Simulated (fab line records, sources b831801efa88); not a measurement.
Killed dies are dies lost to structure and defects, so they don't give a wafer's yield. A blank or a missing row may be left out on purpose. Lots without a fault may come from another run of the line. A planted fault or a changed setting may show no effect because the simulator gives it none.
fab line records | flow sky130
record lots=5 wafers=15 last_day=50
route steps=708 shown METAL4@633 VIA4@639 METAL5@661
lots that met no fault: from a run of the same line without faults
start_h: hours from the record's first day to the start of the lot's first wafer shown | wait_h: hours since the lot's step before | " the same as in the row above | L1.1+2: a row that stands for several wafers | - no value, or no start given | * or withheld: withheld | < > ~ a bound
route shown NAME@n: a module of which the file shows steps, and the number in the route of the first | usual: mean/standard deviation of fault-free wafers | same: alike in all rows | chamber/n: place in a boat | sites: the reading at each site | _std_site: their standard deviation | _edge_site: outer sites' mean less inner sites' | radius_mm: how far each site lies from the wafer's centre | mask NAME#n: copy n | behind: the tool/chamber that last shaped the wafer | hold: why the lot was held/for how many hours/how that ended | device: the transistor (n, p or np) that didn't switch | end of line: the same wafers' tests at the end of the route | a step without rows: its recipe alone | killed: dies lost to structure and defects at the first sort, not the wafer's yield | map: a wafer's dies, x killed, . not, _ none there
set.NAME: the setting as run; set.NAME@STEP: as run at that earlier step | model.NAME: the simulator's own value behind a step, which no gauge read
lots at some steps of the route; a table a step, a row a wafer
services: from which hour (start_h, from the record's first day; less than 0 if before it) a tool's chamber was out of use, for how many hours, and why
## steps
# step SKY_METAL4_ETCH_17
# recipe target=SiO2 stop_on=TiN chemistry=C4F8/O2/Ar source_w=1500 bias_w=1200 pressure_mtorr=40 c4f8_flow_sccm=withheld O2_flow_sccm=6 Ar_flow_sccm=300 time_s=3.9 target_depth_a=150
# usual chamber_pressure_mTorr=40.00/0.04 oes_product_au=0.753/0.0085
# columns lot.wafer tool chamber start_h wait_h chamber_pressure_mTorr oes_product_au rf_hours_counter_h
L079.1 rie_diel-03 0 1015.43 0.1 39.99 0.745 4
L079.5 " 1 " " 40.09 0.755 -
L079.6 " 2 " " 40.07 0.767 -
L084.1 rie_diel-03 1 1048.14 0.1 40.01 0.746 21
L084.3 " 0 " " 40.02 0.754 6
L084.5 " 1 " " 40.01 0.760 -
L085.1 rie_diel-01 2 1051.80 0.1 40.04 0.752 10
L085.4 " 0 " " 40.05 0.754 18
L085.5 " 3 " " 40.05 0.761 -
L089.1 rie_diel-02 0 1101.78 0.1 39.97 0.761 2
L089.3 " 3 " " 40.05 0.768 25
L089.5 " 3 " " 40.01 0.759 -
L091.3 rie_diel-01 0 1109.14 0.0 40.06 0.742 19
L091.5 " 0 " " 39.97 0.759 -
L091.6 " 1 " " 39.99 0.759 -
# step SKY_METAL4_METAL_ETCH_18
# recipe target_depth_a=8450 stop_on=SiO2 over_etch_frac=0.3 time_s=183.1 chemistry=Cl2/BCl3 resist_sidewall_deg=88 pressure_mtorr=10 icp_w=900 bias_w=47.06 Cl2_flow_sccm=60 bcl3_flow_sccm=30
# usual chamber_pressure_mTorr=10.001/0.0092 drypump_motor_current_A=5.7/0.45 oes_product_au=0.865/0.0073 throttle_valve_pct=22.265/0.0086
# columns lot.wafer tool chamber start_h wait_h chamber_pressure_mTorr drypump_motor_current_A oes_product_au rf_hours_counter_h throttle_valve_pct
L079.1 rie_metal-04 1 1015.45 0.0 9.995 6.1 0.867 16 22.264
L079.5 " 0 " " 9.989 4.8 0.865 - 22.261
L079.6 " 1 " " 10.014 6.0 0.868 - 22.250
L084.1 rie_metal-01 0 1048.16 0.0 10.005 6.0 0.866 20 22.272
L084.3 " 0 " " 10.011 6.0 0.864 - 22.261
L084.5 " 1 " " 9.995 5.4 0.863 - 22.288
L085.1 rie_metal-01 1 1051.81 0.0 9.996 5.5 0.858 18 22.244
L085.4 " 0 " " 9.982 6.0 0.852 - 22.263
L085.5 " 0 " " 10.001 6.0 0.858 - 22.248
L089.1 rie_metal-03 0 1101.80 0.0 10.005 5.7 0.874 4 22.251
L089.3 " 1 " " 9.998 6.1 0.872 - 22.260
L089.5 " 1 " " 9.991 6.1 0.875 - 22.275
L091.3 rie_metal-03 1 1109.22 0.1 10.013 6.1 0.860 - 22.269
L091.5 " 1 " " 9.998 6.1 0.861 - 22.265
L091.6 " 0 " " 9.995 5.7 0.861 - 22.282
# step SKY_METAL4_STRIP_19
# recipe chemistry=O2/N2 power_w=1400 pressure_mtorr=1500 platen_temp_c=withheld o2_flow_sccm=3000 n2_flow_sccm=300 overash_fraction=0.5
# usual chamber_pressure_mTorr=1500.0/1.3 drypump_motor_current_A=5.4/0.4 oes_product_au=0.505/0.0073 strip_time_to_endpoint_s=6.58/0.13
# columns lot.wafer tool chamber start_h wait_h chamber_pressure_mTorr drypump_motor_current_A oes_product_au rf_hours_counter_h strip_time_to_endpoint_s
L079.1 plasma_asher-03 0 1015.63 0.1 1501.0 6.0 0.503 26 6.46
L079.5 " 0 " " 1500.9 6.0 0.513 - 6.78
L079.6 " 1 " " 1502.1 4.9 0.507 - 6.54
L084.1 plasma_asher-01 0 1048.33 0.1 1499.7 4.9 0.499 61 6.57
L084.3 " 0 " " 1500.8 4.9 0.500 - 6.57
L084.5 " 1 " " 1501.4 5.8 0.500 - 6.51
L085.1 plasma_asher-04 0 1051.99 0.1 1499.0 5.7 0.513 90 6.66
L085.4 " 1 " " 1500.0 5.1 0.502 - 6.56
L085.5 " 1 " " 1499.9 5.1 0.499 - 6.58
L089.1 plasma_asher-04 0 1101.97 0.1 1500.8 5.7 0.504 95 6.67
L089.3 " 1 " " 1499.7 5.1 0.499 - 6.48
L089.5 " 0 " " 1500.8 5.7 0.502 - 6.41
L091.3 plasma_asher-01 1 1109.37 0.1 1498.9 5.8 0.511 - 6.43
L091.5 " 0 " " 1499.6 4.9 0.502 - 6.47
L091.6 " 1 " " 1499.4 5.8 0.502 - 6.61
# step SKY_METAL4_STRIP_20
# recipe chemistry=post_etch_residue_remover time_s=1200 temp_c=72.5
# columns lot.wafer tool chamber start_h wait_h
L079.1+5+6 wet_bench-04 1 1015.73 0.1
L084.1+3+5 wet_bench-01 1 1048.50 0.1
L085.1+4+5 wet_bench-01 1 1052.09 0.1
L089.1+3+5 wet_bench-02 0 1102.26 0.3
L091.3+5+6 wet_bench-01 3 1109.43 0.0
# step SKY_METAL4_CLEAN_21
# recipe chemistry=IPA time_s=180 temp_c=25
# columns lot.wafer tool chamber start_h wait_h
L079.1+5+6 wet_bench-02 0 1016.07 0.0
L084.1+3+5 wet_bench-04 2 1049.01 0.1
L085.1+4+5 wet_bench-01 0 1052.46 0.0
L089.1+3+5 wet_bench-01 2 1102.60 0.0
L091.3+5+6 wet_bench-01 2 1109.78 0.0
# step SKY_METAL4_CLEAN_22
# recipe chemistry=O3/DIW dry=n2_spin
# columns lot.wafer tool chamber start_h wait_h
L079.1+5+6 wet_bench-01 2 1016.13 0.0
L084.1+3+5 wet_bench-04 0 1049.13 0.0
L085.1+4+5 wet_bench-01 1 1052.52 0.0
L089.1+3+5 wet_bench-01 1 1102.66 0.0
L091.3+5+6 wet_bench-02 1 1109.83 0.0
# step SKY_VIA4_HDPCVD_00
# recipe material=SiO2 target_thk_nm=1750 sigma_open_frac=0.3 time_s=291.7 temp_c=400 sih4_flow_sccm=60 pressure_mtorr=6
# columns lot.wafer tool chamber start_h wait_h
L079.1+5+6 hdpcvd-02 0,1,0 1016.22 0.0
L084.1+3+5 hdpcvd-01 1,0,0 1049.31 0.0
L085.1+4+5 hdpcvd-01 1,2,1 1052.61 0.0
L089.1+3+5 hdpcvd-02 2,0,2 1102.80 0.1
L091.3+5+6 hdpcvd-01 2,1,2 1109.93 0.0
# step SKY_VIA4_THK_MEAS_01
# recipe reads=SiO2_of_VIA4_HDPCVD_00
# usual VIA4_HDPCVD_THK=1747/21
# columns lot.wafer tool chamber start_h wait_h VIA4_HDPCVD_THK[nm]
L079.1 film_metro-03 - 1016.40 0.1 1727
L079.5 " - " " 1728
L079.6 " - " " 1716
L084.1 film_metro-03 - 1049.49 0.1 1719
L084.3 " - " " 1763
L084.5 " - " " 1796
L085.1 film_metro-01 - 1052.79 0.1 1758
L085.4 " - " " 1751
L085.5 " - " " 1763
L089.1 film_metro-03 - 1102.98 0.1 1761
L089.3 " - " " 1742
L089.5 " - " " 1770
L091.3 film_metro-02 - 1110.13 0.1 1761
L091.5 " - " " 1783
L091.6 " - " " 1749
# step SKY_VIA4_CMP_02
# recipe material=SiO2 down_force_psi=4 platen_rpm=60 pad_velocity_m_s=0.94248
# usual motor_current_A=12.2/1.5
# columns lot.wafer tool chamber start_h wait_h motor_current_A
L079.1 cmp-02 0 1016.51 0.1 10.9
L079.6 " 3 " " 10.3
L079.5 " 0 " " 11.1
L084.3 cmp-02 3 1049.75 0.2 10.8
L084.1 " 0 " " 11.4
L084.5 " 0 " " 10.9
L085.4 cmp-01 0 1052.90 0.1 12.3
L085.1 " 2 " " 11.9
L085.5 " 3 " " 12.4
L089.1 cmp-02 1 1103.16 0.2 13.2
L089.3 " 3 " " 10.2
L089.5 " 2 " " 14.4
L091.3 cmp-02 3 1110.22 0.1 10.2
L091.5 " 2 " " 14.1
L091.6 " 3 " " 10.3
# step SKY_VIA4_BOW_MEAS_03
# recipe mode=bow
# usual VIA4_BOW=79/8.6
# columns lot.wafer tool chamber start_h wait_h VIA4_BOW[um]
L079.1 film_metro-01 - 1016.76 0.2 77
L079.5 " - " " 86
L079.6 " - " " 82
L084.1 film_metro-03 - 1050.05 0.2 89
L084.3 " - " " 82
L084.5 " - " " 90
L085.1 film_metro-03 - 1053.15 0.1 90
L085.4 " - " " 94
L085.5 " - " " 75
L089.1 film_metro-03 - 1103.46 0.2 66
L089.3 " - " " 75
L089.5 " - " " 69
L091.3 film_metro-03 - 1110.51 0.2 77
L091.5 " - " " 69
L091.6 " - " " 76
# step SKY_VIA4_DEHYDRATE_04
# recipe temp_c=200 time_s=60
# usual resist_line_temp_C=22.99/0.11
# columns lot.wafer tool chamber start_h wait_h resist_line_temp_C
L079.1 litho_track-02 0 1027.94 11.2 22.89
L079.5 " 0 " " 22.86
L079.6 " 0 " " 22.72
L084.1 litho_track-03 0 1060.27 10.2 23.06
L084.3 " 0 " " 23.05
L084.5 " 0 " " 22.93
L085.1 litho_track-02 0 1063.94 10.8 23.04
L085.4 " 0 " " 23.12
L085.5 " 0 " " 23.03
L089.1 litho_track-04 0 1113.15 9.7 23.08
L089.3 " 0 " " 23.09
L089.5 " 0 " " 23.03
L091.3 litho_track-02 0 1119.89 9.4 22.91
L091.5 " 0 " " 22.81
L091.6 " 0 " " 22.93
# step SKY_VIA4_HMDS_05
# recipe prime_time_s=60 prime_temp_c=120
# usual resist_line_temp_C=23.00/0.11
# same prime_time_s=60
# columns lot.wafer tool chamber start_h wait_h resist_line_temp_C
L079.1 litho_track-02 0 1028.09 0.1 23.17
L079.5 " 0 " " 23.08
L079.6 " 0 " " 23.06
L084.1 litho_track-03 0 1060.42 0.1 23.03
L084.3 " 0 " " 23.03
L084.5 " 0 " " 22.84
L085.1 litho_track-02 0 1064.09 0.1 23.00
L085.4 " 0 " " 23.15
L085.5 " 0 " " 22.98
L089.1 litho_track-04 0 1113.30 0.1 22.94
L089.3 " 0 " " 22.98
L089.5 " 0 " " 23.08
L091.3 litho_track-02 0 1120.04 0.1 22.94
L091.5 " 0 " " 22.92
L091.6 " 0 " " 23.09
# step SKY_VIA4_COAT_06
# recipe resist=NOVOLAK spin_rpm=3000 resist_thk_nm=1140
# usual dispense_pressure_kPa=46.8/2 resist_line_temp_C=23.00/0.11
# columns lot.wafer tool chamber start_h wait_h dispense_pressure_kPa resist_line_temp_C
L079.1 litho_track-02 0 1028.24 0.1 44.6 22.72
L079.5 " 0 " " 44.6 22.77
L079.6 " 0 " " 44.5 22.59
L084.1 litho_track-03 0 1060.57 0.1 49.4 22.85
L084.3 " 0 " " 49.4 22.94
L084.5 " 0 " " 49.4 22.95
L085.1 litho_track-02 0 1064.24 0.1 44.6 23.05
L085.4 " 0 " " 44.5 23.02
L085.5 " 0 " " 44.6 23.11
L089.1 litho_track-04 0 1113.45 0.1 46.3 22.97
L089.3 " 0 " " 46.3 22.97
L089.5 " 0 " " 46.3 23.08
L091.3 litho_track-02 0 1120.19 0.1 44.6 23.21
L091.5 " 0 " " 44.6 23.04
L091.6 " 0 " " 44.6 22.98
# step SKY_VIA4_SOFTBAKE_07
# recipe temp_c=90 time_s=60 resist=NOVOLAK
# usual resist_line_temp_C=23.02/0.11
# columns lot.wafer tool chamber start_h wait_h resist_line_temp_C
L079.1 litho_track-02 0 1028.39 0.1 22.98
L079.5 " 0 " " 22.97
L079.6 " 0 " " 22.93
L084.1 litho_track-03 0 1060.72 0.1 22.94
L084.3 " 0 " " 22.94
L084.5 " 0 " " 23.09
L085.1 litho_track-02 0 1064.39 0.1 23.09
L085.4 " 0 " " 22.86
L085.5 " 0 " " 23.05
L089.1 litho_track-04 0 1113.60 0.1 23.06
L089.3 " 0 " " 23.06
L089.5 " 0 " " 22.86
L091.3 litho_track-02 0 1120.34 0.1 23.01
L091.5 " 0 " " 22.87
L091.6 " 0 " " 23.11
# step SKY_VIA4_EXPOSE_08
# recipe mask_id=VIM4 na=0.6 source_shape=conventional sigma_outer=0.6 polarization=unpolarized target_cd_nm=800 dose_mj=132
# columns lot.wafer tool chamber start_h wait_h mask
L079.1+5+6 iline_stepper-02 0 - - VIM4#0
L084.1+3+5 iline_stepper-01 0 - - VIM4#0
L085.1+4+5 iline_stepper-02 0 - - VIM4#0
L089.1+3+5 iline_stepper-01 0 - - VIM4#0
L091.3+5+6 iline_stepper-02 0 - - VIM4#0
# step SKY_VIA4_PEB_09
# recipe temp_c=withheld time_s=* resist=NOVOLAK
# usual resist_line_temp_C=*
# columns lot.wafer tool chamber start_h wait_h resist_line_temp_C
L079.1 litho_track-02 0 - - *
L079.5 " 0 " " *
L079.6 " 0 " " *
L084.1 litho_track-02 0 - - *
L084.3 " 0 " " *
L084.5 " 0 " " *
L085.1 litho_track-04 0 - - *
L085.4 " 0 " " *
L085.5 " 0 " " *
L089.1 litho_track-03 0 - - *
L089.3 " 0 " " *
L089.5 " 0 " " *
L091.3 litho_track-03 0 - - *
L091.5 " 0 " " *
L091.6 " 0 " " *
# step SKY_VIA4_DEVELOP_10
# recipe resist=NOVOLAK developer=TMAH develop_time_s=60 dev_temp_c=23
# usual resist_line_temp_C=23.00/0.093
# columns lot.wafer tool chamber start_h wait_h resist_line_temp_C
L079.1 litho_track-02 0 1039.64 0.1 23.05
L079.5 " 0 " " 22.97
L079.6 " 0 " " 22.82
L084.1 litho_track-02 0 1071.64 0.1 22.93
L084.3 " 0 " " 23.05
L084.5 " 0 " " 22.99
L085.1 litho_track-04 0 1075.15 0.1 23.13
L085.4 " 0 " " 23.10
L085.5 " 0 " " 23.08
L089.1 litho_track-03 0 1123.22 0.1 22.93
L089.3 " 0 " " 22.97
L089.5 " 0 " " 22.92
L091.3 litho_track-03 0 1129.97 0.1 23.18
L091.5 " 0 " " 22.89
L091.6 " 0 " " 23.04
# step SKY_VIA4_OVL_MEAS_11
# usual VIA4_OVL=1.0/1.8
# columns lot.wafer tool chamber start_h wait_h VIA4_OVL[nm]
L079.1 overlay-02 - 1039.79 0.1 3.4
L079.5 " - " " 1.9
L079.6 " - " " 2.5
L084.1 overlay-01 - 1071.79 0.1 -0.2
L084.3 " - " " 1.4
L084.5 " - " " 1.0
L085.1 overlay-01 - 1075.30 0.1 2.5
L085.4 " - " " 2.1
L085.5 " - " " 2.1
L089.1 overlay-02 - 1123.37 0.1 -1.3
L089.3 " - " " -3.2
L089.5 " - " " -1.3
L091.3 overlay-02 - 1130.08 0.1 1.3
L091.5 " - " " 1.3
L091.6 " - " " 1.1
# step SKY_VIA4_ETCH_12
# recipe target=SiO2 chemistry=C4F8/O2/Ar stop_on=TiN mask_material=NOVOLAK source_w=1500 bias_w=1200 pressure_mtorr=40 c4f8_flow_sccm=withheld O2_flow_sccm=6 Ar_flow_sccm=300 time_s=withheld target_depth_a=5800
# usual chamber_pressure_mTorr=40.00/0.037 oes_product_au=0.926/0.0054
# columns lot.wafer tool chamber start_h wait_h chamber_pressure_mTorr oes_product_au
L079.1 rie_diel-04 2 1039.83 0.0 39.98 0.930
L079.5 " 0 " " 40.04 0.921
L079.6 " 3 " " 39.99 0.922
L084.1 rie_diel-03 1 1071.83 0.0 40.00 0.928
L084.3 " 0 " " 39.98 0.917
L084.5 " 3 " " 39.98 0.920
L085.1 rie_diel-01 0 1075.34 0.0 40.00 0.928
L085.4 " 3 " " 40.05 0.934
L085.5 " 1 " " 39.99 0.929
L089.1 rie_diel-04 1 1123.41 0.0 40.01 0.927
L089.3 " 3 " " 39.98 0.922
L089.5 " 2 " " 39.98 0.915
L091.3 rie_diel-01 2 1130.11 0.0 40.04 0.921
L091.5 " 3 " " 40.00 0.921
L091.6 " 2 " " 40.06 0.924
# step SKY_VIA4_STRIP_13
# recipe chemistry=O2/N2 power_w=1400 pressure_mtorr=1500 platen_temp_c=withheld o2_flow_sccm=3000 n2_flow_sccm=300 overash_fraction=0.5
# usual chamber_pressure_mTorr=1500.1/1.5 drypump_motor_current_A=5.5/0.45 oes_product_au=0.709/0.0043 strip_time_to_endpoint_s=12.81/0.034
# columns lot.wafer tool chamber start_h wait_h chamber_pressure_mTorr drypump_motor_current_A oes_product_au rf_hours_counter_h strip_time_to_endpoint_s
L079.1 plasma_asher-01 1 1039.90 - 1502.0 5.8 0.711 60 12.80
L079.5 " 1 " " 1499.7 5.8 0.707 - 12.75
L079.6 " 0 " " 1502.0 4.9 0.710 - 12.82
L084.1 plasma_asher-01 0 1071.90 - 1500.5 4.9 0.718 64 12.85
L084.3 " 1 " " 1501.6 5.8 0.707 - 12.81
L084.5 " 1 " " 1501.0 5.8 0.716 - 12.90
L085.1 plasma_asher-02 1 1075.41 - 1500.5 5.4 0.716 1 12.79
L085.4 " 0 " " 1500.0 6.0 0.710 - 12.76
L085.5 " 0 " " 1501.0 6.0 0.717 - 12.79
L089.1 plasma_asher-02 0 1123.48 - 1499.0 6.0 0.711 6 12.85
L089.3 " 1 " " 1500.7 5.4 0.706 - 12.81
L089.5 " 1 " " 1501.3 5.4 0.714 - 12.79
L091.3 plasma_asher-03 1 1130.21 - 1500.4 5.0 0.705 - 12.82
L091.5 " 1 " " 1501.1 5.0 0.709 - 12.81
L091.6 " 0 " " 1499.7 6.0 0.711 - 12.80
# step SKY_VIA4_STRIP_14
# recipe chemistry=post_etch_residue_remover time_s=1200 temp_c=72.5
# columns lot.wafer tool chamber start_h wait_h
L079.1+5+6 wet_bench-01 1 1040.00 0.1
L084.1+3+5 wet_bench-03 2 1072.00 0.1
L085.1+4+5 wet_bench-04 2 1075.51 0.1
L089.1+3+5 wet_bench-03 2 1123.59 0.1
L091.3+5+6 wet_bench-01 3 1130.28 0.0
# step SKY_VIA4_CLEAN_15
# recipe chemistry=IPA time_s=180 temp_c=25
# columns lot.wafer tool chamber start_h wait_h
L079.1+5+6 wet_bench-01 1 1040.37 0.0
L084.1+3+5 wet_bench-03 3 1072.34 0.0
L085.1+4+5 wet_bench-01 2 1076.19 0.0
L089.1+3+5 wet_bench-01 3 1123.93 0.0
L091.3+5+6 wet_bench-01 0 1130.62 0.0
# step SKY_VIA4_CLEAN_16
# recipe chemistry=O3/DIW dry=n2_spin
# columns lot.wafer tool chamber start_h wait_h
L079.1+5+6 wet_bench-03 2 1040.44 0.0
L084.1+3+5 wet_bench-03 2 1072.40 0.0
L085.1+4+5 wet_bench-03 1 1076.25 0.0
L089.1+3+5 wet_bench-04 2 1123.99 0.0
L091.3+5+6 wet_bench-03 0 1130.68 0.0
# step SKY_VIA4_SPUTTER_17
# recipe material=TiN target_thk_nm=20 chamber_pressure_pa=5 power_w=4000 time_s=80
# usual cathode_dc_power_W=4000.0/0.8 throttle_valve_pct=29.9/1.1
# columns lot.wafer tool chamber start_h wait_h cathode_dc_power_W throttle_valve_pct
L079.1 pvd_sputter-01 - 1040.53 0.0 4000.5 29.1
L079.5 " - " " 3999.0 29.3
L079.6 " - " " 3999.5 29.4
L084.1 pvd_sputter-03 - 1072.49 0.0 3998.9 31.8
L084.3 " - " " 4000.0 29.8
L084.5 " - " " 3999.0 30.0
L085.1 pvd_sputter-02 - 1076.34 0.0 4001.2 31.3
L085.4 " - " " 3998.9 29.7
L085.5 " - " " 3999.6 30.9
L089.1 pvd_sputter-02 - 1124.08 0.0 3999.9 29.9
L089.3 " - " " 4000.4 31.1
L089.5 " - " " 3999.4 31.5
L091.3 pvd_sputter-03 - 1130.77 0.0 4000.4 28.5
L091.5 " - " " 3999.5 28.8
L091.6 " - " " 4001.7 30.3
# step SKY_VIA4_CVD_18
# recipe material=W target_thk_nm=505 time_s=152.14 temp_c=403.7 pressure_torr=40
# usual heater_power_w=835/79
# columns lot.wafer tool chamber start_h wait_h heater_power_w
L079.1 cvd_w-02 0 1040.59 0.0 729
L079.5 " 0 " " 746
L079.6 " 1 " " 813
L084.1 cvd_w-02 1 1072.55 0.0 854
L084.3 " 1 " " 815
L084.5 " 1 " " 835
L085.1 cvd_w-01 1 1076.41 0.0 963
L085.4 " 0 " " 893
L085.5 " 1 " " 963
L089.1 cvd_w-02 1 1124.14 0.0 849
L089.3 " 0 " " 742
L089.5 " 1 " " 834
L091.3 cvd_w-02 1 1130.88 0.1 837
L091.5 " 0 " " 749
L091.6 " 1 " " 818
# step SKY_VIA4_RS_MEAS_19
# recipe thk_meas_gauge=four-point-probe reads=W_of_VIA4_CVD_18+TiN_of_VIA4_SPUTTER_17
# usual VIA4_W_RS=0.2108/0.0025
# columns lot.wafer tool chamber start_h wait_h VIA4_W_RS[ohm/sq]
L079.1 film_metro-01 - 1040.74 0.1 0.2095
L079.5 " - " " 0.2122
L079.6 " - " " 0.2078
L084.1 film_metro-01 - 1072.71 0.1 0.2077
L084.3 " - " " 0.2080
L084.5 " - " " 0.2084
L085.1 film_metro-03 - 1076.56 0.1 0.2127
L085.4 " - " " 0.2129
L085.5 " - " " 0.2113
L089.1 film_metro-01 - 1124.29 0.1 0.2065
L089.3 " - " " 0.2099
L089.5 " - " " 0.2061
L091.3 film_metro-02 - 1131.02 0.1 0.2078
L091.5 " - " " 0.2122
L091.6 " - " " 0.2098
# step SKY_VIA4_THK_MEAS_20
# recipe thk_meas_gauge=xrf reads=W_of_VIA4_CVD_18
# usual VIA4_W_THK=545/9
# columns lot.wafer tool chamber start_h wait_h VIA4_W_THK[nm]
L079.1 film_metro-01 - 1040.86 0.1 554
L079.5 " - " " 545
L079.6 " - " " 561
L084.1 film_metro-01 - 1072.83 0.1 555
L084.3 " - " " 552
L084.5 " - " " 554
L085.1 film_metro-03 - 1076.68 0.1 538
L085.4 " - " " 532
L085.5 " - " " 536
L089.1 film_metro-01 - 1124.41 0.1 561
L089.3 " - " " 551
L089.5 " - " " 564
L091.3 film_metro-02 - 1131.12 0.1 559
L091.5 " - " " 544
L091.6 " - " " 552
# step SKY_VIA4_CMP_21
# recipe stop_on=SiO2 t_overpolish_s=25 down_force_psi=3.5 platen_rpm=60 target_thk_nm=0 pad_velocity_m_s=0.94248
# usual motor_current_A=11.6/1.3 overpolish_run_s=25.000/0.0093 time_to_endpoint_s=129/6.2
# columns lot.wafer tool chamber start_h wait_h motor_current_A overpolish_run_s time_to_endpoint_s
L079.1 cmp-02 2 1041.02 0.1 13.0 25.001 129
L079.5 " 0 " " 9.3 24.993 132
L079.6 " 1 " " 11.9 24.990 135
L084.3 cmp-02 2 1072.89 0.0 12.8 24.997 126
L084.1 " 1 " " 11.4 25.015 134
L084.5 " 2 " " 13.1 24.984 125
L085.4 cmp-02 0 1076.84 0.1 9.6 25.002 132
L085.1 " 1 " " 11.9 24.993 128
L085.5 " 2 " " 13.4 25.010 126
L089.1 cmp-01 2 1124.66 0.2 11.0 25.000 130
L089.3 " 3 " " 11.7 24.995 133
L089.5 " 2 " " 11.6 24.995 134
L091.3 cmp-02 3 1131.21 0.1 9.2 25.011 128
L091.5 " 2 " " 13.0 25.003 125
L091.6 " 3 " " 9.9 25.006 124
# step SKY_METAL5_SPUTTER_00
# recipe material=Ti target_thk_nm=15 power_w=3000 time_s=10 chamber_pressure_pa=0.4
# usual cathode_dc_power_W=3000.0/0.59 throttle_valve_pct=30.2/1.1
# columns lot.wafer tool chamber start_h wait_h cathode_dc_power_W throttle_valve_pct
L079.1 pvd_sputter-03 - 1041.22 0.1 3000.9 30.2
L079.5 " - " " 3000.0 31.9
L079.6 " - " " 2999.8 29.9
L084.1 pvd_sputter-03 - 1073.19 0.1 3000.7 30.3
L084.3 " - " " 2999.8 31.7
L084.5 " - " " 2998.6 31.8
L085.1 pvd_sputter-03 - 1077.04 0.1 2999.7 31.6
L085.4 " - " " 3000.4 28.6
L085.5 " - " " 2999.7 28.8
L089.1 pvd_sputter-02 - 1124.91 0.2 3000.1 28.4
L089.3 " - " " 2999.9 31.9
L089.5 " - " " 2999.8 31.6
L091.3 pvd_sputter-02 - 1131.46 0.2 3000.3 29.7
L091.5 " - " " 3000.8 28.2
L091.6 " - " " 2999.7 29.9
# step SKY_METAL5_SPUTTER_01
# recipe material=TiN target_thk_nm=20 power_w=6500 time_s=16.7 chamber_pressure_pa=0.4
# usual cathode_dc_power_W=6500.0/1.1 throttle_valve_pct=30.2/1
# columns lot.wafer tool chamber start_h wait_h cathode_dc_power_W throttle_valve_pct
L079.1 pvd_sputter-03 - 1041.24 0.0 6499.8 30.1
L079.5 " - " " 6499.9 31.8
L079.6 " - " " 6498.9 29.7
L084.1 pvd_sputter-03 - 1073.21 0.0 6498.8 30.3
L084.3 " - " " 6500.9 31.7
L084.5 " - " " 6501.1 32.0
L085.1 pvd_sputter-03 - 1077.06 0.0 6499.8 31.6
L085.4 " - " " 6499.8 28.8
L085.5 " - " " 6500.0 28.8
L089.1 pvd_sputter-02 - 1124.93 0.0 6499.9 28.5
L089.3 " - " " 6499.4 31.4
L089.5 " - " " 6499.7 31.7
L091.3 pvd_sputter-02 - 1131.49 0.0 6499.5 29.8
L091.5 " - " " 6499.5 28.4
L091.6 " - " " 6501.3 29.9
# step SKY_METAL5_SPUTTER_02
# recipe material=AlCu target_thk_nm=1150 power_w=10600 time_s=61.2 chamber_pressure_pa=0.4
# usual cathode_dc_power_W=10600/1.9 throttle_valve_pct=30.2/1.1
# columns lot.wafer tool chamber start_h wait_h cathode_dc_power_W throttle_valve_pct
L079.1 pvd_sputter-03 - 1041.27 0.0 10599 30.3
L079.5 " - " " 10595 31.7
L079.6 " - " " 10600 29.9
L084.1 pvd_sputter-03 - 1073.23 0.0 10598 30.1
L084.3 " - " " 10599 31.7
L084.5 " - " " 10599 31.9
L085.1 pvd_sputter-03 - 1077.09 0.0 10602 31.7
L085.4 " - " " 10601 28.6
L085.5 " - " " 10598 28.7
L089.1 pvd_sputter-02 - 1124.96 0.0 10601 28.5
L089.3 " - " " 10600 31.5
L089.5 " - " " 10598 31.6
L091.3 pvd_sputter-02 - 1131.51 0.0 10603 29.9
L091.5 " - " " 10600 28.2
L091.6 " - " " 10600 29.6
# step SKY_METAL5_SPUTTER_03
# recipe material=Ti target_thk_nm=5 power_w=3000 time_s=3.3 chamber_pressure_pa=0.4
# usual cathode_dc_power_W=3000.0/0.48 throttle_valve_pct=30.2/1.1
# columns lot.wafer tool chamber start_h wait_h cathode_dc_power_W throttle_valve_pct
L079.1 pvd_sputter-03 - 1041.32 0.0 3000.4 30.4
L079.5 " - " " 2999.7 31.6
L079.6 " - " " 2999.7 30.0
L084.1 pvd_sputter-03 - 1073.29 0.0 2999.7 30.0
L084.3 " - " " 2999.8 31.8
L084.5 " - " " 2999.8 31.8
L085.1 pvd_sputter-03 - 1077.14 0.0 3000.4 31.8
L085.4 " - " " 2999.9 28.7
L085.5 " - " " 2999.8 28.5
L089.1 pvd_sputter-02 - 1125.01 0.0 3000.5 28.3
L089.3 " - " " 3000.4 31.3
L089.5 " - " " 3000.5 31.5
L091.3 pvd_sputter-02 - 1131.56 0.0 2998.8 29.5
L091.5 " - " " 3000.2 28.4
L091.6 " - " " 2999.5 29.9
# step SKY_METAL5_SPUTTER_04
# recipe material=TiN target_thk_nm=70 power_w=6500 time_s=58.3 chamber_pressure_pa=0.4
# usual cathode_dc_power_W=6499.8/1.2 throttle_valve_pct=30.2/1.1
# columns lot.wafer tool chamber start_h wait_h cathode_dc_power_W throttle_valve_pct
L079.1 pvd_sputter-03 - 1041.34 0.0 6500.0 30.5
L079.5 " - " " 6497.6 31.9
L079.6 " - " " 6498.7 29.7
L084.1 pvd_sputter-03 - 1073.30 0.0 6498.2 30.1
L084.3 " - " " 6499.5 31.9
L084.5 " - " " 6498.6 31.7
L085.1 pvd_sputter-03 - 1077.15 0.0 6500.4 31.5
L085.4 " - " " 6500.6 28.8
L085.5 " - " " 6501.1 28.7
L089.1 pvd_sputter-02 - 1125.02 0.0 6499.7 28.3
L089.3 " - " " 6500.8 31.4
L089.5 " - " " 6499.1 31.5
L091.3 pvd_sputter-02 - 1131.58 0.0 6501.0 30.0
L091.5 " - " " 6499.4 28.3
L091.6 " - " " 6500.9 29.7
## services
# columns tool chamber start_h hours kind
iline_stepper-02 - 1004.82 4.4 pm
iline_stepper-02 - 1007.08 6.6 repair
cvd_w-02 - 1008.55 28.1 pm
rie_diel-04 - 1023.91 0.6 repair
hdpcvd-01 - 1027.17 2.4 repair
plasma_asher-02 - 1035.77 0.6 repair
rie_diel-03 3 1042.41 5.7 repair
rie_diel-04 - 1045.87 2.8 pm
plasma_asher-02 - 1055.25 9.0 pm
rie_diel-04 3 1060.60 6.8 repair
rie_metal-01 0 1069.15 2.4 repair
rie_diel-03 2 1071.25 16.5 repair
rie_metal-03 - 1079.78 1.6 repair
iline_stepper-01 - 1082.19 6.5 repair
hdpcvd-02 - 1082.33 0.6 repair
cmp-02 - 1084.22 4.0 pm
hdpcvd-01 - 1086.97 1.1 repair
iline_stepper-02 - 1092.02 1.7 pm
plasma_asher-01 - 1103.47 2.3 repair
wet_bench-04 - 1103.72 7.7 repair
rie_diel-04 1 1107.01 4.8 repair
hdpcvd-02 - 1107.32 4.3 pm
rie_diel-01 2 1107.96 10.3 repair
wet_bench-04 - 1130.48 1.1 repair
## key
fault none
